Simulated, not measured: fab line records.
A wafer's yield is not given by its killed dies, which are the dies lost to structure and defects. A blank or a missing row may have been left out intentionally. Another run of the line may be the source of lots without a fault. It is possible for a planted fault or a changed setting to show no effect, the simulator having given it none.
2 desks, one fault -- flow gf180mcu -- every desk sees just its own numbers, and what lay behind them comes last

## FOR THE TOOL OWNER'S DESK: lithoTrack-02
At GF_POLY_GATE_SOFTBAKE_06 (time 60 s), the tool's own readings, given per lot that ran on this tool as the mean of the sampled wafers with a number. Any lot whose mean is over 4 standard deviations away from the usual mean is out of limits and marked OUT; that distance is given in the brackets.
Columns: A = runLengthS at GF_POLY_GATE_SOFTBAKE_06, usual 89.31 s
lot,first seen here,A
L183,day 9 11:00,89.48
L187,day 10 14:00,89.35
L195,day 13 00:00,92.42 (+21) OUT
L196,day 13 08:00,92.38 (+20) OUT
This desk's verdict: out of limits on L195, L196, starting with L195 at day 13 00:00 (runLengthS at GF_POLY_GATE_SOFTBAKE_06). In limits: L183, L187.

## METROLOGY DESK
What the gauges read, lot by lot, whatever tool the lot ran on: means of the sampled wafers that have a number. Any lot whose mean is over 4 standard deviations away from the usual mean is out of limits and marked OUT; that distance is given in the brackets.
Columns: A = VT_IMPLANT_03_OVL at GF_VT_IMPLANT_OVL_MEAS_40, usual 1.2 nm; B = cdNm at GF_HV_LDD_CD_MEAS_07, usual 400.4 nm
lot,first seen here,A,B
L181,day 7 15:19,2.1,400.4
L182,day 7 19:46,-0.3,402.2
L183,day 8 04:26,-0.9,399.3
L184,day 8 09:53,-0.3,396.5
L185,day 8 15:19,0.3,402.2
L186,day 9 02:38,1.8,400.4
L187,day 9 04:56,0.3,403.2
L188,day 9 13:04,0.5,400.0
L192,day 10 15:48,2.3,403.3
L195,day 11 12:10,0.4,401.6
L196,day 11 21:02,1.4,400.5
L201,day 13 03:23,2.7,399.9
L203,day 13 16:09,2.4,403.1
L204,day 13 23:03,3.2,397.8
Result from this desk: across the 14 lots, nothing is out of limits.

## BROUGHT TOGETHER
On L195, L196, at day 13 00:00, an alarm was possible from the tool owner's desk.
At the metrology desk, nothing out of limits was observed.
The metrology desk has L195, L196 on record, within its limits.
Of the lots named, all ran GF_POLY_GATE_SOFTBAKE_06 on lithoTrack-02.

## WHAT HAD BEEN PUT IN BY THE SIMULATOR
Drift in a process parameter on lithoTrack-02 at GF_POLY_GATE_SOFTBAKE_06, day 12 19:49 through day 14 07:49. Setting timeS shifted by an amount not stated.
Shown lots that were struck: L195, L196.
Each desk's first reading out of limits, in hours after the fault started: the tool owner's desk, 4.
